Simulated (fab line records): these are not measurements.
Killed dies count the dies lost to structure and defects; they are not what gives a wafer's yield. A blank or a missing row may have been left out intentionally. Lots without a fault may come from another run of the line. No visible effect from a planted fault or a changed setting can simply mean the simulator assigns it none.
Chamber matching | flow gf180mcu | GF_V3_CVD_02 on pecvd-02: 3 sister chambers
The step deposits SiO2 from TEOS, target thk 850 nm, time 94.851 s. 20 wafers are shown with their chamber, then 10 later ones without.

== WAFERS PAIRED WITH THEIR CHAMBERS ==
wafer  | chamber | heater-power-w (W)
L074.4 | 1       | 554
L074.5 | 2       | 643
L074.6 | 0       | 651
L075.1 | 1       | 696
L075.2 | 0       | 640
L075.3 | 2       | 550
L075.4 | 1       | 554
L075.5 | 0       | 674
L075.6 | 2       | 591
L078.1 | 0       | 689
L078.2 | 2       | 599
L078.4 | 1       | 682
L081.2 | 1       | 673
L081.5 | 0       | 655
L081.6 | 2       | 632
L082.2 | 0       | 604
L082.4 | 2       | 539
L082.5 | 1       | 653
L088.1 | 0       | 596
L088.3 | 1       | 591

SIGNATURES, as means of the wafers listed above
reading        | chamber 0 | chamber 1 | chamber 2 | scatter within a chamber
heater-power-w | 644.14    | 629.00    | 592.33    | 47.5
Rule: a wafer's distance from a chamber is the root of the sum, over the readings, of the square of ((its reading less the chamber's mean) divided by the reading's scatter). The wafer belongs to the nearest chamber; if the next one is less than 2 further off, it can't be placed. The scatter: take each reading less its chamber's mean, square it, sum over the shown wafers, divide by the number of wafers less the number of chambers, and take the root.

== WAFERS WHOSE CHAMBER IS MISSING ==
wafer  | heater-power-w (W)
L088.6 | 561
L089.1 | 691
L089.3 | 673
L089.4 | 612
L095.1 | 656
L095.3 | 633
L095.4 | 627
L096.2 | 606
L096.4 | 688
L096.5 | 680

== EACH ONE'S CHAMBER ==
wafer  | from the rows above          | in truth
L088.6 | can't be placed: 2 or 1 or 0 | 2
L089.1 | can't be placed: 0 or 1 or 2 | 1
L089.3 | can't be placed: 0 or 1 or 2 | 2
L089.4 | can't be placed: 1 or 2 or 0 | 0
L095.1 | can't be placed: 0 or 1 or 2 | 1
L095.3 | can't be placed: 1 or 0 or 2 | 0
L095.4 | can't be placed: 1 or 0 or 2 | 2
L096.2 | can't be placed: 2 or 1 or 0 | 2
L096.4 | can't be placed: 0 or 1 or 2 | 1
L096.5 | can't be placed: 0 or 1 or 2 | 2
Placed correctly: 0 of 10. Not placeable from these rows: 10 (in 10, the candidates include the true chamber). Wrongly placed: 0.
